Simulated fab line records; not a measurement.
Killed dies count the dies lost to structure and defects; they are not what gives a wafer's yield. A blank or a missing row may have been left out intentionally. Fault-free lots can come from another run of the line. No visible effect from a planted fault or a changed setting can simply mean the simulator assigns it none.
The tool behind it: which one? :: flow sky130 :: 42 wafers from 14 lots sampled at 2 of the route's 708 steps

== WHAT EACH GAUGE READ, for each wafer ==
SKY_GATE_OXIDE_THK_MEAS_02. Usual: GATE_OXIDE_OXIDATION_00_THK typically reads 10.34 nm, with standard deviation 0.19.
lot: L259
measured: day 12 11:19
on: filmMetro-02
GATE_OXIDE_OXIDATION_00_THK (nm): 10.33 10.52 10.26
flag: 

lot: L262
measured: day 13 20:02
on: filmMetro-04
GATE_OXIDE_OXIDATION_00_THK (nm): 10.12 10.30 10.49
flag: 

lot: L263
measured: day 14 01:50
on: filmMetro-03
GATE_OXIDE_OXIDATION_00_THK (nm): 10.65 10.60 10.65
flag: 

lot: L264
measured: day 14 10:57
on: filmMetro-04
GATE_OXIDE_OXIDATION_00_THK (nm): 10.08 10.23 9.92
flag: 

lot: L271
measured: day 17 00:34
on: filmMetro-03
GATE_OXIDE_OXIDATION_00_THK (nm): 10.67 10.58 10.48
flag: 

lot: L272
measured: day 17 05:07
on: filmMetro-04
GATE_OXIDE_OXIDATION_00_THK (nm): 10.12 10.18 10.18
flag: 

lot: L275
measured: day 18 16:58
on: filmMetro-03
GATE_OXIDE_OXIDATION_00_THK (nm): 10.07 10.12 9.92
flag: 

lot: L276
measured: day 18 22:26
on: filmMetro-02
GATE_OXIDE_OXIDATION_00_THK (nm): 10.21 10.25 10.26
flag: 

lot: L278
measured: day 19 07:14
on: filmMetro-02
GATE_OXIDE_OXIDATION_00_THK (nm): 10.54 10.28 10.41
flag: 

lot: L277
measured: day 19 07:21
on: filmMetro-02
GATE_OXIDE_OXIDATION_00_THK (nm): 10.30 10.45 10.37
flag: 

lot: L279
measured: day 19 20:11
on: filmMetro-03
GATE_OXIDE_OXIDATION_00_THK (nm): 10.31 10.09 10.22
flag: 

lot: L280
measured: day 20 05:16
on: filmMetro-03
GATE_OXIDE_OXIDATION_00_THK (nm): 10.52 10.35 10.48
flag: 

lot: L281
measured: day 20 07:13
on: filmMetro-03
GATE_OXIDE_OXIDATION_00_THK (nm): 10.35 10.51 10.49
flag: 

lot: L282
measured: day 20 17:32
on: filmMetro-03
GATE_OXIDE_OXIDATION_00_THK (nm): 10.23 10.12 10.06
flag: 

SKY_GATE_OXIDE_OVL_MEAS_10. Usual: GATE_OXIDE_OVL typically reads -0.5 nm, with standard deviation 1.2.
lot: L259
measured: day 13 13:31
on: overlay-01
GATE_OXIDE_OVL (nm): 2.8 2.5 0.7
flag: 

lot: L262
measured: day 14 22:54
on: overlay-02
GATE_OXIDE_OVL (nm): -2.7 -0.5 -1.4
flag: 

lot: L263
measured: day 15 03:46
on: overlay-01
GATE_OXIDE_OVL (nm): 1.9 -1.0 -0.3
flag: 

lot: L264
measured: day 15 13:12
on: overlay-02
GATE_OXIDE_OVL (nm): -0.4 0.0 0.6
flag: 

lot: L271
measured: day 18 05:57
on: overlay-01
GATE_OXIDE_OVL (nm): -1.2 -2.1 -2.9
flag: 

lot: L272
measured: day 18 10:32
on: overlay-01
GATE_OXIDE_OVL (nm): -2.6 0.5 -3.0
flag: 

lot: L275
measured: day 19 22:58
on: overlay-02
GATE_OXIDE_OVL (nm): 1.9 0.8 0.0
flag: 

lot: L276
measured: day 20 06:03
on: overlay-02
GATE_OXIDE_OVL (nm): -0.2 -1.8 -0.8
flag: 

lot: L278
measured: day 20 13:47
on: overlay-01
GATE_OXIDE_OVL (nm): -0.5 0.1 -0.1
flag: 

lot: L277
measured: day 20 14:05
on: overlay-02
GATE_OXIDE_OVL (nm): -0.8 -2.3 -0.8
flag: 

lot: L279
measured: day 21 03:19
on: overlay-02
GATE_OXIDE_OVL (nm): 0.0 0.9 2.4
flag: 

lot: L280
measured: day 21 11:44
on: overlay-01
GATE_OXIDE_OVL (nm): -1.2 -1.1 0.2
flag: 

lot: L281
measured: day 21 14:19
on: overlay-01
GATE_OXIDE_OVL (nm): -3.3 -2.7 -1.4
flag: 

lot: L282
measured: day 21 23:26
on: overlay-01
GATE_OXIDE_OVL (nm): 0.1 -1.1 -1.6
flag: 

== WHICH TOOL RAN EACH LOT (tool, then ch and the chambers of the sampled wafers, then the start) ==
Record: no process step prior to these readings.

== WHAT THE TOOLS THEMSELVES READ (means of the sampled wafers that have a number; where no wafer has one, the mark that the record gives instead) ==
The record holds no such reading with a usual standard deviation.

== THE ANSWER, worked out from the rows above alone ==
Rule: a lot is off if the mean of its wafers that have a number lies more than 3 standard deviations from the usual mean. A lot without any number at a reading at which 4 lots or more have one is off too. Where the step has rows for the other lots, those lots are counted as sound. Order of review: gauges by route order, followed by the tools' own readings, for which a lot's mean as printed above is used. At the first step where some lot is off, the reading lying furthest off is the one used; lots without a number count as furthest.
No lot is off at any reading shown: from this, nothing can be told.

== WHAT HAD BEEN PUT IN BY THE SIMULATOR ==
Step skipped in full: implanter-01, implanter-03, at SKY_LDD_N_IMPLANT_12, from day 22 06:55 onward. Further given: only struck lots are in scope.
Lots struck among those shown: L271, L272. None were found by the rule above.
